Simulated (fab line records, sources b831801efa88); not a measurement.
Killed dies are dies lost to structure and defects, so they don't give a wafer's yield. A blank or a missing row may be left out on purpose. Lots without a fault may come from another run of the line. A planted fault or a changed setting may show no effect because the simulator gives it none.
Problem report in the 8D (eight disciplines) form, filled by code | flow sky130 | the parts of the form that need people (team, actions taken, sign-off) are left out

1. THE PROBLEM
VIA3_HDPCVD_THK at SKY_VIA3_THK_MEAS_01 reads a mean of 825 nm on 2 wafers of 2 lots; wafers without a fault read 1626 nm with a standard deviation of 16. That is -50 standard deviations from the usual mean.
First seen on wafer L881.1, day 41 14:26, on film_metro-01. The record holds 42 wafers of 14 lots with a number at this step. Rule for "out", or "out of limits": more than 4 standard deviations from the usual mean. The other wafers with a number count as sound.

2. WHAT IT IS AND WHAT IT IS NOT
question                    | is                           | is not
which readings at this step | VIA3_HDPCVD_THK              | -
which lots                  | L881, L882                   | L873, L874, L875, L876, L883, L889, L891, L892, L893, L894, L895, L896
which wafers of those lots  | L881.1, L882.1               | L881.2, L881.3, L882.2, L882.3
read on which gauges        | film_metro-01, film_metro-03 | film_metro-02
when                        | from day 41 14:26            | up to then (14 sound wafers); but 26 sound wafers of L882, L883, L889, L891, L892, L893, L894, L895, L896 came after

3. SUSPECTS, AND WHAT RULES EACH OUT
Counting: a tool at a process step up to the reading stays a suspect if it ran every lot that is out. Sound lots after the first of them don't rule it out here, since some wafers of a struck lot are sound.
- the gauge at SKY_VIA3_THK_MEAS_01: ruled out. The wafers that are out were read on 2 gauges (film_metro-01, film_metro-03).
- hdpcvd-02 at SKY_VIA3_HDPCVD_00 (deposits SiO2, target thk 1635 nm, time 272.5 s): kept. It ran every lot that is out, first L881 (day 41 14:16); its last sound lot up to then is L873 (day 38 02:08).
Left after counting: hdpcvd-02 at SKY_VIA3_HDPCVD_00.

4. THE CAUSE (what the simulator had put in)
Process parameter drift: hdpcvd-02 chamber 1, from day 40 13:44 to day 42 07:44, at SKY_VIA3_HDPCVD_00. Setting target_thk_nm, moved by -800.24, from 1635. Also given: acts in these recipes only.
Counting left only this tool.

5. THE CHAIN OF EFFECTS, in route order
Each row: a reading whose mean over the struck wafers that have a number lies more than 3 standard deviations from the usual. Only readings for which the record gives a usual standard deviation are gone through. hours: the time from each lot's start at the first step in this table that gives one to its start at this step, as a median over the lots. sigmas: the change in usual standard deviations.
hours | step                 | reading         | usual   | on struck wafers | change | sigmas
0     | SKY_VIA3_THK_MEAS_01 | VIA3_HDPCVD_THK | 1626 nm | 825              | -801   | -50

6. WHAT WOULD HAVE CAUGHT IT SOONER
In this record the first reading out of limits at a measuring or inspecting step was taken at day 41 14:26, 25 hours after the fault began at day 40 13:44.
Of the lots that are out (2), L882 began SKY_VIA3_HDPCVD_00 on hdpcvd-02 after day 41 14:26. A hold on the tool at that time would have spared it.
